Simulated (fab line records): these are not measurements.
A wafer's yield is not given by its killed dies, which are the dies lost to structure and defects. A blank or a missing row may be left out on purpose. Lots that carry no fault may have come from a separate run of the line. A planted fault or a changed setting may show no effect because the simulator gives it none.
Which tool was responsible? :: flow gf180mcu :: 24 lots with 72 wafers sampled at 5 steps, on a route of 602 steps

## WHAT THE GAUGES READ, wafer by wafer
GF_V1_CD_MEAS_14: the cd target is 260 nm. Usual: 259.6 nm for cd-nm, sd 1.1.
lot: L074
measured: day 18 02:10
on: cd-sem-02
cd-nm (nm): 260.1 260.8 260.1
flag: 

lot: L075
measured: day 18 18:49
on: cd-sem-01
cd-nm (nm): 257.3 259.3 258.0
flag: 

lot: L076
measured: day 18 22:48
on: cd-sem-01
cd-nm (nm): 258.5 258.6 260.5
flag: 

lot: L077
measured: day 19 05:31
on: cd-sem-01
cd-nm (nm): 259.9 258.7 259.2
flag: 

lot: L078
measured: day 19 20:04
on: cd-sem-02
cd-nm (nm): 260.7 259.7 260.1
flag: 

lot: L079
measured: day 20 01:10
on: cd-sem-02
cd-nm (nm): 259.6 257.2 258.7
flag: 

lot: L080
measured: day 20 18:46
on: cd-sem-01
cd-nm (nm): 258.4 258.7 258.6
flag: 

lot: L081
measured: day 21 00:35
on: cd-sem-01
cd-nm (nm): 260.6 260.3 259.7
flag: 

lot: L082
measured: day 21 05:29
on: cd-sem-02
cd-nm (nm): 260.6 260.1 260.7
flag: 

lot: L083
measured: day 21 08:55
on: cd-sem-01
cd-nm (nm): 259.3 260.4 261.1
flag: 

lot: L084
measured: day 22 03:13
on: cd-sem-02
cd-nm (nm): 257.9 258.4 258.2
flag: 

lot: L085
measured: day 22 06:10
on: cd-sem-02
cd-nm (nm): 261.2 260.2 260.4
flag: 

lot: L086
measured: day 22 09:43
on: cd-sem-01
cd-nm (nm): 258.5 258.8 258.8
flag: 

lot: L087
measured: day 23 01:07
on: cd-sem-01
cd-nm (nm): 262.3 261.2 261.9
flag: 

lot: L088
measured: day 23 09:18
on: cd-sem-02
cd-nm (nm): 260.3 260.3 259.0
flag: 

lot: L089
measured: day 24 05:16
on: cd-sem-02
cd-nm (nm): 260.5 259.4 258.4
flag: 

lot: L090
measured: day 24 06:19
on: cd-sem-02
cd-nm (nm): 259.6 259.9 261.2
flag: 

lot: L091
measured: day 24 08:33
on: cd-sem-02
cd-nm (nm): 258.1 259.0 257.8
flag: 

lot: L092
measured: day 24 23:52
on: cd-sem-01
cd-nm (nm): 259.3 257.7 259.5
flag: 

lot: L094
measured: day 25 07:16
on: cd-sem-01
cd-nm (nm): 258.9 258.5 258.6
flag: 

lot: L093
measured: day 25 07:31
on: cd-sem-02
cd-nm (nm): 258.7 260.2 259.6
flag: 

lot: L095
measured: day 25 12:07
on: cd-sem-01
cd-nm (nm): 261.9 261.7 259.7
flag: 

lot: L096
measured: day 26 01:29
on: cd-sem-01
cd-nm (nm): 260.9 261.1 259.5
flag: 

lot: L097
measured: day 26 05:22
on: cd-sem-02
cd-nm (nm): 259.1 259.5 259.5
flag: 

GF_V2_THK_MEAS_01. Usual: V2_CVD_00_THK typically reads 597 nm, with standard deviation 6.5.
lot: L074
measured: day 19 03:48
on: film-metro-01
V2_CVD_00_THK (nm): 597 601 603
flag: 

lot: L075
measured: day 19 21:37
on: film-metro-04
V2_CVD_00_THK (nm): 602 585 599
flag: 

lot: L076
measured: day 20 01:32
on: film-metro-04
V2_CVD_00_THK (nm): 601 596 606
flag: 

lot: L077
measured: day 20 08:10
on: film-metro-03
V2_CVD_00_THK (nm): 601 602 597
flag: 

lot: L078
measured: day 20 22:35
on: film-metro-01
V2_CVD_00_THK (nm): 606 605 605
flag: 

lot: L079
measured: day 21 04:19
on: film-metro-03
V2_CVD_00_THK (nm): 585 587 594
flag: 

lot: L080
measured: day 21 20:59
on: film-metro-03
V2_CVD_00_THK (nm): 588 596 584
flag: 

lot: L081
measured: day 22 03:05
on: film-metro-03
V2_CVD_00_THK (nm): 593 606 598
flag: 

lot: L082
measured: day 22 08:02
on: film-metro-04
V2_CVD_00_THK (nm): 602 600 588
flag: 

lot: L083
measured: day 22 11:09
on: film-metro-03
V2_CVD_00_THK (nm): 605 604 601
flag: 

lot: L084
measured: day 23 04:43
on: film-metro-03
V2_CVD_00_THK (nm): 602 603 610
flag: 

lot: L085
measured: day 23 08:06
on: film-metro-01
V2_CVD_00_THK (nm): 591 598 603
flag: 

lot: L086
measured: day 23 11:31
on: film-metro-04
V2_CVD_00_THK (nm): 600 588 595
flag: 

lot: L087
measured: day 24 02:19
on: film-metro-03
V2_CVD_00_THK (nm): 592 583 592
flag: 

lot: L088
measured: day 24 10:05
on: film-metro-01
V2_CVD_00_THK (nm): 596 588 593
flag: 

lot: L089
measured: day 25 05:27
on: film-metro-03
V2_CVD_00_THK (nm): 602 602 594
flag: 

lot: L090
measured: day 25 06:43
on: film-metro-04
V2_CVD_00_THK (nm): 595 597 598
flag: 

lot: L091
measured: day 25 09:17
on: film-metro-01
V2_CVD_00_THK (nm): 592 597 596
flag: 

lot: L092
measured: day 25 23:48
on: film-metro-01
V2_CVD_00_THK (nm): 591 592 585
flag: 

lot: L094
measured: day 26 06:49
on: film-metro-04
V2_CVD_00_THK (nm): 595 585 593
flag: 

lot: L093
measured: day 26 07:11
on: film-metro-04
V2_CVD_00_THK (nm): 610 604 610
flag: 

lot: L095
measured: day 26 11:23
on: film-metro-04
V2_CVD_00_THK (nm): 600 599 599
flag: 

lot: L096
measured: day 27 00:41
on: film-metro-01
V2_CVD_00_THK (nm): 601 599 592
flag: 

lot: L097
measured: day 27 04:33
on: film-metro-04
V2_CVD_00_THK (nm): 595 604 597
flag: 

GF_V4_THK_MEAS_01. Usual: V4_CVD_00_THK typically reads 600 nm, with standard deviation 5.5.
lot: L074
measured: day 23 08:43
on: film-metro-04
V4_CVD_00_THK (nm): 611 599 598
flag: 

lot: L075
measured: day 24 00:28
on: film-metro-04
V4_CVD_00_THK (nm): 605 611 602
flag: 

lot: L076
measured: day 24 05:46
on: film-metro-04
V4_CVD_00_THK (nm): 596 608 601
flag: 

lot: L077
measured: day 24 10:47
on: film-metro-03
V4_CVD_00_THK (nm): 601 608 599
flag: 

lot: L078
measured: day 24 23:03
on: film-metro-01
V4_CVD_00_THK (nm): 593 598 588
flag: 

lot: L079
measured: day 25 05:46
on: film-metro-01
V4_CVD_00_THK (nm): 605 604 604
flag: 

lot: L080
measured: day 25 20:23
on: film-metro-03
V4_CVD_00_THK (nm): 604 598 610
flag: 

lot: L081
measured: day 26 02:38
on: film-metro-04
V4_CVD_00_THK (nm): 603 595 599
flag: 

lot: L082
measured: day 26 06:08
on: film-metro-03
V4_CVD_00_THK (nm): 599 600 597
flag: 

lot: L083
measured: day 26 09:41
on: film-metro-03
V4_CVD_00_THK (nm): 595 603 592
flag: 

lot: L084
measured: day 27 00:47
on: film-metro-04
V4_CVD_00_THK (nm): 604 600 603
flag: 

lot: L085
measured: day 27 05:14
on: film-metro-04
V4_CVD_00_THK (nm): 604 601 608
flag: 

lot: L086
measured: day 27 08:10
on: film-metro-01
V4_CVD_00_THK (nm): 594 593 589
flag: 

lot: L087
measured: day 27 21:03
on: film-metro-01
V4_CVD_00_THK (nm): 602 604 597
flag: 

lot: L088
measured: day 28 04:36
on: film-metro-04
V4_CVD_00_THK (nm): 589 596 597
flag: 

lot: L089
measured: day 28 21:28
on: film-metro-01
V4_CVD_00_THK (nm): 589 590 593
flag: 

lot: L090
measured: day 28 22:19
on: film-metro-01
V4_CVD_00_THK (nm): 597 605 595
flag: 

lot: L091
measured: day 29 00:23
on: film-metro-01
V4_CVD_00_THK (nm): 605 604 608
flag: 

lot: L092
measured: day 29 12:44
on: film-metro-01
V4_CVD_00_THK (nm): 609 604 606
flag: 

lot: L094
measured: day 29 20:16
on: film-metro-01
V4_CVD_00_THK (nm): 600 597 600
flag: 

lot: L093
measured: day 29 20:42
on: film-metro-03
V4_CVD_00_THK (nm): 605 598 605
flag: 

lot: L095
measured: day 29 23:15
on: film-metro-01
V4_CVD_00_THK (nm): 598 598 599
flag: 

lot: L096
measured: day 30 10:55
on: film-metro-03
V4_CVD_00_THK (nm): 598 608 597
flag: 

lot: L097
measured: day 30 14:53
on: film-metro-03
V4_CVD_00_THK (nm): 608 598 603
flag: 

GF_V5_BOW_MEAS_05. Usual: V5_BOW typically reads 132 um, with standard deviation 11.
lot: L074
measured: day 26 06:15
on: film-metro-02
V5_BOW (um): 152 151 151
flag: 

lot: L075
measured: day 26 20:59
on: film-metro-01
V5_BOW (um): 143 132 140
flag: 

lot: L076
measured: day 27 01:31
on: film-metro-02
V5_BOW (um): 143 137 128
flag: 

lot: L077
measured: day 27 07:20
on: film-metro-01
V5_BOW (um): 145 147 135
flag: 

lot: L078
measured: day 27 16:29
on: film-metro-02
V5_BOW (um): 132 119 123
flag: 

lot: L079
measured: day 28 01:01
on: film-metro-02
V5_BOW (um): 132 128 138
flag: 

lot: L080
measured: day 28 11:46
on: film-metro-02
V5_BOW (um): 127 131 139
flag: 

lot: L081
measured: day 28 18:59
on: film-metro-02
V5_BOW (um): 142 140 138
flag: 

lot: L082
measured: day 28 22:39
on: film-metro-02
V5_BOW (um): 144 147 141
flag: 

lot: L083
measured: day 29 01:52
on: film-metro-02
V5_BOW (um): 119 116 118
flag: 

lot: L084
measured: day 29 15:54
on: film-metro-04
V5_BOW (um): 114 109 111
flag: 

lot: L085
measured: day 29 19:04
on: film-metro-04
V5_BOW (um): 142 143 139
flag: 

lot: L086
measured: day 29 22:04
on: film-metro-02
V5_BOW (um): 135 131 130
flag: 

lot: L087
measured: day 30 09:07
on: film-metro-02
V5_BOW (um): 136 135 127
flag: 

lot: L088
measured: day 30 17:25
on: film-metro-02
V5_BOW (um): 120 134 123
flag: 

lot: L089
measured: day 31 09:01
on: film-metro-01
V5_BOW (um): 114 113 106
flag: 

lot: L090
measured: day 31 09:37
on: film-metro-02
V5_BOW (um): 121 122 128
flag: 

lot: L091
measured: day 31 11:50
on: film-metro-04
V5_BOW (um): 149 133 136
flag: 

lot: L092
measured: day 31 22:35
on: film-metro-02
V5_BOW (um): 124 127 121
flag: 

lot: L094
measured: day 32 06:47
on: film-metro-01
V5_BOW (um): 146 140 133
flag: 

lot: L093
measured: day 32 07:43
on: film-metro-01
V5_BOW (um): 136 114 140
flag: 

lot: L095
measured: day 32 08:48
on: film-metro-01
V5_BOW (um): 149 144 150
flag: 

lot: L096
measured: day 32 16:51
on: film-metro-04
V5_BOW (um): 134 143 121
flag: 

lot: L097
measured: day 32 21:19
on: film-metro-02
V5_BOW (um): 124 116 118
flag: 

## WHAT TOOL EACH LOT RAN ON (gives the tool, then ch and the chambers of the sampled wafers, and finally the start)
lot: L074
GF_M2_SPUTTER_03: pvd-sputter-01, day 18 03:51

lot: L075
GF_M2_SPUTTER_03: pvd-sputter-04, day 18 20:31

lot: L076
GF_M2_SPUTTER_03: pvd-sputter-02, day 19 00:32

lot: L077
GF_M2_SPUTTER_03: pvd-sputter-04, day 19 07:14

lot: L078
GF_M2_SPUTTER_03: pvd-sputter-04, day 19 21:41

lot: L079
GF_M2_SPUTTER_03: pvd-sputter-01, day 20 02:47

lot: L080
GF_M2_SPUTTER_03: pvd-sputter-01, day 20 20:31

lot: L081
GF_M2_SPUTTER_03: pvd-sputter-02, day 21 02:28

lot: L082
GF_M2_SPUTTER_03: pvd-sputter-04, day 21 07:34

lot: L083
GF_M2_SPUTTER_03: pvd-sputter-02, day 21 10:43

lot: L084
GF_M2_SPUTTER_03: pvd-sputter-04, day 22 04:56

lot: L085
GF_M2_SPUTTER_03: pvd-sputter-04, day 22 07:50

lot: L086
GF_M2_SPUTTER_03: pvd-sputter-01, day 22 11:44

lot: L087
GF_M2_SPUTTER_03: pvd-sputter-02, day 23 03:00

lot: L088
GF_M2_SPUTTER_03: pvd-sputter-04, day 23 10:58

lot: L089
GF_M2_SPUTTER_03: pvd-sputter-01, day 24 06:53

lot: L090
GF_M2_SPUTTER_03: pvd-sputter-02, day 24 08:04

lot: L091
GF_M2_SPUTTER_03: pvd-sputter-02, day 24 10:13

lot: L092
GF_M2_SPUTTER_03: pvd-sputter-02, day 25 01:32

lot: L094
GF_M2_SPUTTER_03: pvd-sputter-04, day 25 08:56

lot: L093
GF_M2_SPUTTER_03: pvd-sputter-02, day 25 09:13

lot: L095
GF_M2_SPUTTER_03: pvd-sputter-04, day 25 13:47

lot: L096
GF_M2_SPUTTER_03: pvd-sputter-02, day 26 03:10

lot: L097
GF_M2_SPUTTER_03: pvd-sputter-02, day 26 07:04
- GF_M2_SPUTTER_03: material Ti, target thk 10 nm, time 6.7 s.

## AS READ BY THE TOOLS THEMSELVES (means over the sampled wafers that have a number; for cases with no such wafer, the mark the record gives instead)
GF_M2_SPUTTER_03. Usual: 30.2 % for throttle-valve-pct, sd 0.75.
lot: L074
tool: pvd-sputter-01
throttle-valve-pct (%): 31.2
flag: 

lot: L075
tool: pvd-sputter-04
throttle-valve-pct (%): 30.5
flag: 

lot: L076
tool: pvd-sputter-02
throttle-valve-pct (%): 30.9
flag: 

lot: L077
tool: pvd-sputter-04
throttle-valve-pct (%): 30.3
flag: 

lot: L078
tool: pvd-sputter-04
throttle-valve-pct (%): 30.5
flag: 

lot: L079
tool: pvd-sputter-01
throttle-valve-pct (%): 30.6
flag: 

lot: L080
tool: pvd-sputter-01
throttle-valve-pct (%): 30.8
flag: 

lot: L081
tool: pvd-sputter-02
throttle-valve-pct (%): 30.3
flag: 

lot: L082
tool: pvd-sputter-04
throttle-valve-pct (%): 29.9
flag: 

lot: L083
tool: pvd-sputter-02
throttle-valve-pct (%): 29.3
flag: 

lot: L084
tool: pvd-sputter-04
throttle-valve-pct (%): 30.3
flag: 

lot: L085
tool: pvd-sputter-04
throttle-valve-pct (%): 30.1
flag: 

lot: L086
tool: pvd-sputter-01
throttle-valve-pct (%): 30.0
flag: 

lot: L087
tool: pvd-sputter-02
throttle-valve-pct (%): 31.0
flag: 

lot: L088
tool: pvd-sputter-04
throttle-valve-pct (%): 30.4
flag: 

lot: L089
tool: pvd-sputter-01
throttle-valve-pct (%): 30.5
flag: 

lot: L090
tool: pvd-sputter-02
throttle-valve-pct (%): 30.3
flag: 

lot: L091
tool: pvd-sputter-02
throttle-valve-pct (%): 29.2
flag: 

lot: L092
tool: pvd-sputter-02
throttle-valve-pct (%): 30.3
flag: 

lot: L094
tool: pvd-sputter-04
throttle-valve-pct (%): 30.2
flag: 

lot: L093
tool: pvd-sputter-02
throttle-valve-pct (%): 30.0
flag: 

lot: L095
tool: pvd-sputter-04
throttle-valve-pct (%): 30.2
flag: 

lot: L096
tool: pvd-sputter-02
throttle-valve-pct (%): 30.4
flag: 

lot: L097
tool: pvd-sputter-02
throttle-valve-pct (%): 29.7
flag: 

## THE ANSWER, worked out from the rows above alone
Rule: take the mean of a lot's wafers that have a number; if it is more than 3 standard deviations from the usual mean, the lot is off. A lot without any number at a reading at which 4 lots or more have one is off too. All remaining lots with rows at the step are treated as sound. The gauges are gone through in route order, then the tools' own readings, and for those a lot's mean is taken as printed above. At the first step where some lot is off, the reading lying furthest off is the one used; lots without a number count as furthest.
None of the lots is off at any reading shown; this tells nothing.

## WHAT HAD BEEN PUT IN BY THE SIMULATOR
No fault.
